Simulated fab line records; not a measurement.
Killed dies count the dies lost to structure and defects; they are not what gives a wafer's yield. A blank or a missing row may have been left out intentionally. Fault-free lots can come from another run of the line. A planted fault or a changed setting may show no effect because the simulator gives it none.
Matching of chambers ; flow sky130 ; SKY_VIA3_CMP_02 on cmp-01: 4 sister chambers
The step polishes SiO2. 8 wafers are shown with their chamber, then 10 later ones without.

## WAFERS PAIRED WITH THEIR CHAMBERS
wafer;chamber;motor_current_A (A);slurry_flow_ml_min
L077.6;1;12.4;150.3
L079.1;3;14.8;149.8
L081.1;1;12.2;150.0
L081.4;3;14.3;150.0
L087.3;2;13.5;150.4
L087.5;0;11.0;149.8
L089.2;0;10.9;149.9
L089.4;2;14.2;150.5

## WAFERS WITHOUT THEIR CHAMBER
wafer;motor_current_A (A);slurry_flow_ml_min
L089.5;10.7;149.6
L092.1;12.9;150.2
L092.5;12.9;150.7
L092.6;14.1;149.7
L091.1;10.8;149.4
L091.2;14.1;150.6
L091.3;12.4;150.1
L094.1;10.1;150.2
L094.3;15.0;149.9
L094.4;13.7;150.4

## WHICH CHAMBER EACH WENT THROUGH
wafer;from the rows above;in truth
L089.5;0;0
L092.1;can't be placed: 1 or 2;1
L092.5;can't be placed: 2 or 1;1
L092.6;3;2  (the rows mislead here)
L091.1;0;0
L091.2;2;2
L091.3;1;1
L094.1;0;0
L094.3;3;3
L094.4;2;2
7 of 10 placed correctly. These rows do not allow placing 2 (true chamber among the candidates in 2). 1 placed wrongly.
How it was worked out, from the rows above alone: a wafer's distance from a chamber is the root of the sum, over the readings, of the square of ((its reading less the chamber's mean) divided by the reading's scatter). If the next closest chamber is less than 2 further off than the closest, the wafer can't be placed; otherwise it belongs to the closest. For every chamber, the mean is computed from those of its wafers that are shown. The scatter: take each reading less its chamber's mean, square it, sum over the shown wafers, divide by the number of wafers less the number of chambers, and take the root.
